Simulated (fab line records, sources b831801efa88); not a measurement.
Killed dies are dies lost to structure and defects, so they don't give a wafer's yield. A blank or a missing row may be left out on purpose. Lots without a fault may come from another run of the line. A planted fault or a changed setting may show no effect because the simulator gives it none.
Which tool did it? | flow gf180mcu | 13 lots, 39 wafers sampled, at 2 steps of a route of 602

WHAT THE GAUGES READ, wafer by wafer
GF_V4_RS_MEAS_24: measures by four-point-probe. Usual: V4_W_RS 0.326 ohm/sq, standard deviation 0.0033.
lot  | measured     | on            | V4_W_RS (ohm/sq)  | flag
L875 | day 24 11:38 | film_metro-04 | 0.328 0.328 0.323 |
L876 | day 24 18:20 | film_metro-01 | 0.324 0.320 0.325 |
L877 | day 25 02:13 | film_metro-04 | 0.326 0.327 0.328 |
L880 | day 26 05:11 | film_metro-02 | 0.326 0.327 0.327 |
L881 | day 26 13:16 | film_metro-04 | 0.330 0.328 0.328 |
L883 | day 27 04:01 | film_metro-01 | 0.332 0.332 0.330 |
L884 | day 27 10:38 | film_metro-04 | 0.325 0.321 0.323 |
L893 | day 30 03:24 | film_metro-04 | 0.326 0.330 0.328 |
L894 | day 30 08:13 | film_metro-01 | 0.323 0.323 0.323 |
L895 | day 30 11:45 | film_metro-04 | 0.324 0.320 0.325 |
L896 | day 30 20:24 | film_metro-04 | 0.322 0.320 0.324 |
L897 | day 31 02:49 | film_metro-01 | 0.327 0.329 0.327 |
L898 | day 31 13:11 | film_metro-02 | 0.324 0.326 0.327 |

WHICH TOOL RAN EACH LOT (tool, then ch and the chambers of the sampled wafers, then the start)
lot  | GF_V4_ETCH_17
L875 | rie_diel-01 ch 1,2,3, day 24 11:38 or earlier
L876 | rie_diel-01 ch 0,1,2, day 24 18:20 or earlier
L877 | rie_diel-01 ch 0,3, day 25 02:13 or earlier
L880 | rie_diel-03 ch 0,2,3, day 26 05:11 or earlier
L881 | rie_diel-01 ch 0,1,2, day 26 13:16 or earlier
L883 | rie_diel-04 ch 0,1,2, day 27 04:01 or earlier
L884 | rie_diel-03 ch 1,2,3, day 27 10:38 or earlier
L893 | rie_diel-04 ch 0,1, day 30 03:24 or earlier
L894 | rie_diel-01 ch 0,1,2, day 30 08:13 or earlier
L895 | rie_diel-01 ch 1,2,3, day 30 11:45 or earlier
L896 | rie_diel-04 ch 0,1,2, day 30 20:24 or earlier
L897 | rie_diel-04 ch 0,2, day 31 02:49 or earlier
L898 | rie_diel-01 ch 0,1,3, day 31 13:11 or earlier
- GF_V4_ETCH_17: etches SiO2 in C4F8/O2/Ar, stops on TiN, target depth 630 nm.

WHAT THE TOOLS THEMSELVES READ (means of the sampled wafers that have a number; where no wafer has one, the mark that the record gives instead)
GF_V4_ETCH_17. Usual: oes_product_au 0.856 a.u., standard deviation 0.0047.
lot  | tool        | oes_product_au (a.u.) | flag
L875 | rie_diel-01 | 0.857                 |
L876 | rie_diel-01 | 0.856                 |
L877 | rie_diel-01 | 0.853                 |
L880 | rie_diel-03 | 0.857                 |
L881 | rie_diel-01 | 0.855                 |
L883 | rie_diel-04 | 0.855                 |
L884 | rie_diel-03 | 0.859                 |
L893 | rie_diel-04 | 0.856                 |
L894 | rie_diel-01 | 0.852                 |
L895 | rie_diel-01 | 0.850                 |
L896 | rie_diel-04 | 0.857                 |
L897 | rie_diel-04 | 0.853                 |
L898 | rie_diel-01 | 0.855                 |

THE ANSWER, worked out from the rows above alone
Rule: a lot is off if the mean of its wafers that have a number lies more than 3 standard deviations from the usual mean. A lot without any number at a reading at which 4 lots or more have one is off too. The other lots that the step has rows for count as sound. The gauges are gone through in route order, then the tools' own readings, and for those a lot's mean is taken as printed above. The first step at which some lot is off is used, and at that step the reading that is off furthest; a lot without a number counts as furthest.
No lot is off at any reading shown: from this, nothing can be told.

WHAT THE SIMULATOR HAD PUT IN
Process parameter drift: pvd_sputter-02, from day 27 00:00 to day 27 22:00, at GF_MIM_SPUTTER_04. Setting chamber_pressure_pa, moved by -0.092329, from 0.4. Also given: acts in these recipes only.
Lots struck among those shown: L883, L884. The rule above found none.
